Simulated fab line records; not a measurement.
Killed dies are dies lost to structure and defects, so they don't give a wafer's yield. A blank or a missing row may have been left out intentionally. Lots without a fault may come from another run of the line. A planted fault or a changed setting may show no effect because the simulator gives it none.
Problem report in the 8D (eight disciplines) form, filled by code / flow sky130 / the parts of the form that need people (team, actions taken, sign-off) are left out

== 1. WHAT IS WRONG ==
Wafers without a fault read 494.2 W, standard deviation 2.6; rf_fwd_power_W at SKY_VIA2_ETCH_14 reads a mean of 574.2 W on 6 wafers belonging to 2 lots. That puts it +31 standard deviations away from the usual mean.
The step: etches BARC in N2/H2, stops on SiO2, time 45.9 s, target depth 60 nm.
First seen on wafer L607.1, day 39 01:10, on rie_diel-01. The record has a number at this step for 36 wafers belonging to 12 lots. Rule for "out", or "out of limits": more than 4 standard deviations from the usual mean. The rest of the wafers with a number are treated as sound.

== 2. WHAT IT IS, AND WHAT IT ISN'T ==
question=which readings at this step | is=rf_fwd_power_W | is not=drypump_motor_current_A, oes_product_au
question=which lots | is=L607, L608 | is not=L600, L603, L606, L609, L613, L616, L619, L620, L621, L622
question=which wafers of those lots | is=all that have a number | is not=-
question=read on which tools | is=rie_diel-01 | is not=rie_diel-03, rie_diel-04
question=when | is=from day 39 01:10 | is not=up to then (9 sound wafers); but 21 sound wafers of L609, L613, L616, L619, L620, L621, L622 came after

== 3. SUSPECTS, AND WHAT RULES EACH OUT ==
Counting: any tool at a process step up to the reading is kept as a suspect provided that every lot that is out went through it and no sound lot did after the first of them.
- plasma_asher-03 at SKY_METAL2_STRIP_20 (strips in O2/N2): ruled out as a lasting fault. Following L607 (day 37 22:50), the first lot on it that is out, the sound lots L609, L613 were run on it.
- rie_diel-01 at SKY_VIA2_ETCH_14 (etches BARC in N2/H2, stops on SiO2, time 45.9 s, target depth 60 nm): ruled out as a lasting fault. Following L607 (day 39 01:10), the first lot on it that is out, the sound lots L620, L621 were run on it.
Left after counting: nothing in the record.

== 4. THE CAUSE (what the simulator had put in) ==
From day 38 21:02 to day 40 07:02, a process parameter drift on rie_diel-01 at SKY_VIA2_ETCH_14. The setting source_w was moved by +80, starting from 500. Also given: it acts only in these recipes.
Counting ruled it out, wrongly.

== 5. THE CHAIN OF EFFECTS, in route order ==
Each row: a reading whose mean over the struck wafers that have a number lies more than 3 standard deviations from the usual. Scope: only readings with a usual standard deviation given in the record; hours: median across lots of the time from each lot's start at the first step in this table that gives one to its start at this step; sigmas: change in usual standard deviations.
hours=0; step=SKY_VIA2_ETCH_14; reading=rf_fwd_power_W; usual=494.2 W; on struck wafers=574.2; change=+80.1; sigmas=+31
The process steps in it:
- SKY_VIA2_ETCH_14: etches BARC in N2/H2, stops on SiO2, time 45.9 s, target depth 60 nm.
Later measuring or inspecting steps at which every struck wafer that the step has a row for has a number for every such reading, and none has moved that far: SKY_VIA2_THK_MEAS_23.

== 6. HOW IT WOULD HAVE BEEN CAUGHT EARLIER ==
The fault began at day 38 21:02; the first out-of-limits reading in this record came at day 39 01:10, 4 hours later.
